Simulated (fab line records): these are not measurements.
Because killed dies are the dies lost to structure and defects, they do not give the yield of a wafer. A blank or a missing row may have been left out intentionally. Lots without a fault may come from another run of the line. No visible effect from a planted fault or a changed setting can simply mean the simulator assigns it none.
Check of tool commonality + flow sky130 + 12 lots and 36 wafers in the sample

## THE REASON FOR OPENING IT
At SKY_VT_ADJUST_HVTP_TW_MEAS_11 the reading VT_ADJUST_HVTP_TW is flagged on 3 of 12 lots. No-fault wafers: 1353, standard deviation 8.5.
Rule: flag the lot when none of its wafers has a number, or when each of its wafers that has one lies beyond 4 standard deviations from that mean. The rest of the lots are taken to be sound.

| lot  | measured     | on            | VT_ADJUST_HVTP_TW, wafer by wafer | flag    |
|------|--------------|---------------|-----------------------------------|---------|
| L377 | day 6 01:37  | film_metro-04 | 1362 1364 1360                    |         |
| L380 | day 7 04:36  | film_metro-01 | 1352 1354 1350                    |         |
| L384 | day 8 02:11  | film_metro-04 | 1364 1371 1368                    |         |
| L389 | day 9 00:47  | film_metro-03 | 1400 1395 1393                    | FLAGGED |
| L390 | day 9 06:44  | film_metro-03 | 1396 1397 1404                    | FLAGGED |
| L391 | day 9 12:58  | film_metro-01 | 1408 1405 1404                    | FLAGGED |
| L394 | day 10 05:47 | film_metro-01 | 1349 1350 1340                    |         |
| L395 | day 10 17:40 | film_metro-03 | 1339 1341 1343                    |         |
| L396 | day 11 01:07 | film_metro-04 | 1359 1362 1357                    |         |
| L397 | day 11 07:44 | film_metro-03 | 1346 1353 1352                    |         |
| L399 | day 11 17:53 | film_metro-01 | 1343 1344 1341                    |         |
| L400 | day 12 00:50 | film_metro-04 | 1372 1369 1368                    |         |
Average over the flagged lots: 1400; offset from the usual +47, equal to +6 standard deviations.

## TOOL THAT RAN EACH LOT
Before the reading, the record contains 2 process steps out of a 708-step route. Each cell gives the tool, then ch followed by the chambers the sampled wafers passed through, then the start.
| lot  | flag    | SKY_PWDE_STRIP_09                   | SKY_VT_ADJUST_HVTP_IMPLANT_09   |
|------|---------|-------------------------------------|---------------------------------|
| L377 |         | plasma_asher-04 ch 0,1, day 3 21:35 | implanter-03 ch 0, day 6 01:23  |
| L380 |         | plasma_asher-04 ch 0,1, day 4 21:07 | implanter-03 ch 0, day 7 04:23  |
| L384 |         | plasma_asher-02 ch 1, day 5 18:55   | implanter-01 ch 0, day 8 01:58  |
| L389 | FLAGGED | plasma_asher-04 ch 0,1, day 6 14:38 | implanter-01 ch 0, day 9 00:34  |
| L390 | FLAGGED | plasma_asher-03 ch 0,1, day 6 20:03 | implanter-01 ch 0, day 9 06:31  |
| L391 | FLAGGED | plasma_asher-02 ch 0,1, day 7 00:14 | implanter-01 ch 0, day 9 12:46  |
| L394 |         | plasma_asher-03 ch 0,1, day 7 16:36 | implanter-03 ch 0, day 10 05:32 |
| L395 |         | plasma_asher-02 ch 0,1, day 7 23:57 | implanter-03 ch 0, day 10 17:26 |
| L396 |         | plasma_asher-04 ch 0,1, day 8 05:30 | implanter-03 ch 0, day 11 00:53 |
| L397 |         | plasma_asher-02 ch 0,1, day 8 13:15 | implanter-02 ch 0, day 11 07:30 |
| L399 |         | plasma_asher-04 ch 0,1, day 8 22:56 | implanter-03 ch 0, day 11 17:40 |
| L400 |         | plasma_asher-04 ch 1, day 9 04:14   | implanter-02 ch 0, day 12 00:35 |
What the steps here do:
- SKY_PWDE_STRIP_09: strips in O2/N2.
- SKY_VT_ADJUST_HVTP_IMPLANT_09
- SKY_VT_ADJUST_HVTP_TW_MEAS_11

## FLAGGED AGAINST TOTAL, ONE TOOL AT A TIME (gauges that did the reading follow at the end)
| step                          | tool            | lots run | flagged | share of the flagged lots | sound lots run after its first flagged lot |
|-------------------------------|-----------------|----------|---------|---------------------------|--------------------------------------------|
| SKY_PWDE_STRIP_09             | plasma_asher-02 | 4        | 1       | some                      | 2 (L395,L397)                              |
| SKY_PWDE_STRIP_09             | plasma_asher-03 | 2        | 1       | some                      | 1 (L394)                                   |
| SKY_PWDE_STRIP_09             | plasma_asher-04 | 6        | 1       | some                      | 3 (L396,L399,L400)                         |
| SKY_VT_ADJUST_HVTP_IMPLANT_09 | implanter-01    | 4        | 3       | all                       | 0                                          |
| SKY_VT_ADJUST_HVTP_IMPLANT_09 | implanter-02    | 2        | 0       | none                      | -                                          |
| SKY_VT_ADJUST_HVTP_IMPLANT_09 | implanter-03    | 6        | 0       | none                      | -                                          |
| SKY_VT_ADJUST_HVTP_TW_MEAS_11 | film_metro-01   | 4        | 1       | some                      | 2 (L394,L399)                              |
| SKY_VT_ADJUST_HVTP_TW_MEAS_11 | film_metro-03   | 4        | 2       | some                      | 2 (L395,L397)                              |
| SKY_VT_ADJUST_HVTP_TW_MEAS_11 | film_metro-04   | 4        | 0       | none                      | -                                          |

## WHAT IS ALLOWED BY THE TABLE
All flagged lots share 1 row of the table, namely implanter-01 at SKY_VT_ADJUST_HVTP_IMPLANT_09.
- implanter-01 at SKY_VT_ADJUST_HVTP_IMPLANT_09: 3 of its 4 lots flagged. A fault beginning between L384 (day 8 01:58), its last sound lot, and L389 (day 9 00:34), its first flagged one, fits the data. Its own readings (beam_energy_keV) fall more than 4 standard deviations out on all wafers of the flagged lots.
Just one tool remains: implanter-01 at SKY_VT_ADJUST_HVTP_IMPLANT_09.

## WHAT THE SIMULATOR HAD PUT IN
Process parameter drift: implanter-01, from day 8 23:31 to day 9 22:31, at SKY_VT_ADJUST_HVTP_IMPLANT_09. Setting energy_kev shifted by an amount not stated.
Lots struck among those shown: L389, L390, L391. The same result came from the rule above.
